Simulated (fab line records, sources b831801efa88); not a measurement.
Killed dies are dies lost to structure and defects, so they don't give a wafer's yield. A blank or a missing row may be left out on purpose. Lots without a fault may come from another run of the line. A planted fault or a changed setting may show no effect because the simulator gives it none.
Which tool did it? | flow sky130 | 12 lots, 34 wafers sampled, at 5 steps of a route of 708

WHAT THE GAUGES READ, wafer by wafer
SKY_LDD_HVN_TW_MEAS_10. Usual: LDD_HVN_TW 1440, standard deviation 12.
lot  | measured     | on            | LDD_HVN_TW     | flag
L969 | day 21 12:05 | film_metro-04 | 1435 1432 1429 |
L970 | day 21 12:56 | film_metro-04 | 1436 1430 1433 |
L972 | day 23 16:15 | film_metro-04 | 1438 1440 1439 |
L974 | day 23 16:32 | film_metro-03 | 1453 1444 1453 |
L973 | day 23 17:31 | film_metro-02 | 1428 1429 1433 |
L979 | day 24 10:31 | film_metro-02 | 1421 1427 1427 |
L980 | day 24 13:46 | film_metro-02 | 1432 1421 1424 |
L984 | day 26 09:02 | film_metro-03 | 1484           | OFF
L987 | day 27 11:00 | film_metro-04 | 1452 1445 1442 |
L988 | day 27 14:02 | film_metro-04 | 1438 1440 1445 |
L989 | day 28 02:22 | film_metro-03 | 1454 1453 1447 |
L991 | day 28 14:10 | film_metro-04 | 1452 1457 1452 |

SKY_VIA1_OVL_MEAS_13. Usual: VIA1_OVL 0 nm, standard deviation 4.7.
lot  | measured     | on         | VIA1_OVL (nm) | flag
L969 | day 35 02:19 | overlay-02 | 5 6 3         |
L970 | day 35 04:12 | overlay-02 | -9 -6 -6      |
L972 | day 37 00:08 | overlay-02 | -5 -4 2       |
L974 | day 37 01:38 | overlay-01 | 7 6 1         |
L973 | day 37 01:17 | overlay-02 | -6 -5 -8      |
L979 | day 37 13:56 | overlay-02 | 3 3 10        |
L980 | day 37 14:41 | overlay-02 | 3 -2 3        |
L984 | day 39 05:39 | overlay-01 | 2             |
L987 | day 40 05:14 | overlay-02 | 4 -3 -3       |
L988 | day 40 06:33 | overlay-02 | -8 -3 -5      |
L989 | day 40 17:08 | overlay-01 | -9 -6 -7      |
L991 | day 41 02:41 | overlay-01 | 1 3 5         |

WHICH TOOL RAN EACH LOT (tool, then ch and the chambers of the sampled wafers, then the start)
lot  | SKY_LDD_HVN_IMPLANT_08          | SKY_CONTACT_ETCH_18                           | SKY_CONTACT_STRIP_19
L969 | implanter-01 ch 0, day 21 11:50 | rie_diel-02 ch 0,1,2, day 32 16:33 or earlier | plasma_asher-04 ch 0,1, day 32 16:33
L970 | implanter-01 ch 0, day 21 12:44 | rie_diel-04 ch 1,2,3, day 32 18:50 or earlier | plasma_asher-04 ch 0,1, day 32 18:50
L972 | implanter-01 ch 0, day 23 16:01 | rie_diel-02 ch 1,3, day 34 16:09 or earlier   | plasma_asher-04 ch 0,1, day 34 16:09
L974 | implanter-04 ch 0, day 23 16:17 | rie_diel-04 ch 0,2,3, day 34 18:42 or earlier | plasma_asher-02 ch 0,1, day 34 18:42
L973 | implanter-03 ch 0, day 23 17:16 | rie_diel-01 ch 0,1,2, day 34 18:13 or earlier | plasma_asher-02 ch 0,1, day 34 18:13
L979 | implanter-01 ch 0, day 24 10:16 | rie_diel-04 ch 0,1,2, day 35 06:12 or earlier | plasma_asher-04 ch 0,1, day 35 06:12
L980 | implanter-04 ch 0, day 24 13:32 | rie_diel-02 ch 1,2,3, day 35 07:47 or earlier | plasma_asher-02 ch 0,1, day 35 07:47
L984 | implanter-01 ch 0, day 26 08:51 | rie_diel-04 ch 2, day 36 23:37 or earlier     | plasma_asher-02 ch 0, day 36 23:37
L987 | implanter-04 ch 0, day 27 10:45 | rie_diel-01 ch 0,3, day 38 00:37 or earlier   | plasma_asher-02 ch 0,1, day 38 00:37
L988 | implanter-03 ch 0, day 27 13:50 | rie_diel-04 ch 0,1,3, day 38 01:08 or earlier | plasma_asher-03 ch 0,1, day 38 01:08
L989 | implanter-03 ch 0, day 28 02:07 | rie_diel-01 ch 1,2, day 38 12:30 or earlier   | plasma_asher-02 ch 1, day 38 12:30
L991 | implanter-04 ch 0, day 28 13:56 | rie_diel-01 ch 1,2, day 38 22:37 or earlier   | plasma_asher-03 ch 1, day 38 22:37
- SKY_LDD_HVN_IMPLANT_08
- SKY_CONTACT_ETCH_18: etches Si3N4 in CHF3/O2, stops on TiN, time 39 s, target depth 75 nm.
- SKY_CONTACT_STRIP_19: strips in O2/N2.

WHAT THE TOOLS THEMSELVES READ (means of the sampled wafers that have a number; where no wafer has one, the mark that the record gives instead)
SKY_LDD_HVN_IMPLANT_08. Usual: beam_energy_keV 60.328, standard deviation 0.018; beam_on_s 9.98 s, standard deviation 0.21; faraday_current_uA 170, standard deviation 3.5.
lot  | tool         | beam_energy_keV | beam_on_s (s) | faraday_current_uA | flag
L969 | implanter-01 | 60.334          | 9.86          | 171                |
L970 | implanter-01 | 60.333          | 10.00         | 170                |
L972 | implanter-01 | 60.334          | 9.97          | 170                |
L974 | implanter-04 | 60.321          | 9.82          | 172                |
L973 | implanter-03 | 60.349          | 9.83          | 172                |
L979 | implanter-01 | 60.336          | 10.08         | 169                |
L980 | implanter-04 | 60.337          | 9.89          | 171                |
L984 | implanter-01 | 60.330          | 10.91         | 155                | OFF
L987 | implanter-04 | 60.311          | 10.19         | 165                |
L988 | implanter-03 | 60.323          | 10.11         | 167                |
L989 | implanter-03 | 60.352          | 9.88          | 172                |
L991 | implanter-04 | 60.324          | 9.90          | 171                |

SKY_CONTACT_ETCH_18. Usual: drypump_motor_current_A 5.8 A, standard deviation 0.39; oes_product_au 0.854 a.u., standard deviation 0.0076; throttle_valve_pct 8.792 %, standard deviation 0.0097.
lot  | tool        | drypump_motor_current_A (A) | oes_product_au (a.u.) | throttle_valve_pct (%) | flag
L969 | rie_diel-02 | 5.8                         | 0.855                 | 8.796                  |
L970 | rie_diel-04 | 5.4                         | 0.862                 | 8.789                  |
L972 | rie_diel-02 | 5.6                         | 0.857                 | 8.790                  |
L974 | rie_diel-04 | 5.8                         | 0.855                 | 8.791                  |
L973 | rie_diel-01 | 5.8                         | 0.851                 | 8.794                  |
L979 | rie_diel-04 | 5.5                         | 0.854                 | 8.790                  |
L980 | rie_diel-02 | 5.9                         | 0.849                 | 8.792                  |
L984 | rie_diel-04 | 5.0                         | 0.856                 | 8.783                  |
L987 | rie_diel-01 | 5.8                         | 0.859                 | 8.794                  |
L988 | rie_diel-04 | 5.9                         | 0.864                 | 8.801                  |
L989 | rie_diel-01 | 6.0                         | 0.857                 | 8.804                  |
L991 | rie_diel-01 | 5.8                         | 0.861                 | 8.790                  |

SKY_CONTACT_STRIP_19. Usual: drypump_motor_current_A 5.68 A, standard deviation 0.2; oes_product_au 0.380 a.u., standard deviation 0.006; strip_time_to_endpoint_s 3.60 s, standard deviation 0.048.
lot  | tool            | drypump_motor_current_A (A) | oes_product_au (a.u.) | strip_time_to_endpoint_s (s) | flag
L969 | plasma_asher-04 | 5.99                        | 0.384                 | 3.62                         |
L970 | plasma_asher-04 | 5.78                        | 0.380                 | 3.60                         |
L972 | plasma_asher-04 | 5.77                        | 0.383                 | 3.62                         |
L974 | plasma_asher-02 | 5.75                        | 0.376                 | 3.58                         |
L973 | plasma_asher-02 | 5.67                        | 0.382                 | 3.60                         |
L979 | plasma_asher-04 | 6.00                        | 0.387                 | 3.63                         |
L980 | plasma_asher-02 | 5.73                        | 0.379                 | 3.60                         |
L984 | plasma_asher-02 | 5.60                        | 0.391                 | 3.69                         |
L987 | plasma_asher-02 | 5.68                        | 0.375                 | 3.55                         |
L988 | plasma_asher-03 | 5.58                        | 0.382                 | 3.61                         |
L989 | plasma_asher-02 | 5.78                        | 0.388                 | 3.65                         |
L991 | plasma_asher-03 | 5.43                        | 0.380                 | 3.61                         |

THE ANSWER, worked out from the rows above alone
Rule: a lot is off if the mean of its wafers that have a number lies more than 3 standard deviations from the usual mean. A lot without any number at a reading at which 4 lots or more have one is off too. The other lots that the step has rows for count as sound. The gauges are gone through in route order, then the tools' own readings, and for those a lot's mean is taken as printed above. The first step at which some lot is off is used, and at that step the reading that is off furthest; a lot without a number counts as furthest.
Off: L984, at SKY_LDD_HVN_TW_MEAS_10 (LDD_HVN_TW).
A tool fits if, at a process step before that reading, it ran every lot that is off, and no sound lot after the first of them. The gauges at SKY_LDD_HVN_TW_MEAS_10 aren't tried: what is off there is off at SKY_LDD_HVN_IMPLANT_08 too, on other tools, and a gauge's error can't cause that. One fits: implanter-01 at SKY_LDD_HVN_IMPLANT_08. Its last sound lot is L979 (day 24 10:16), its first lot that is off L984 (day 26 08:51): a fault that began between those two fits.
The tool's own readings at SKY_LDD_HVN_IMPLANT_08 bear it out: on the lots that are off they differ by more than 5 times the standard deviation of the sound lots' means. beam_on_s reads 10.91 s there against 9.96 s on the sound lots; faraday_current_uA reads 155 there against 170 on the sound lots.

WHAT THE SIMULATOR HAD PUT IN
Process parameter drift: implanter-01, from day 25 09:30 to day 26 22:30, at SKY_LDD_HVN_IMPLANT_08. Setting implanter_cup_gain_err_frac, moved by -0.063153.
Lots struck among those shown: L984. The rule above found the same.
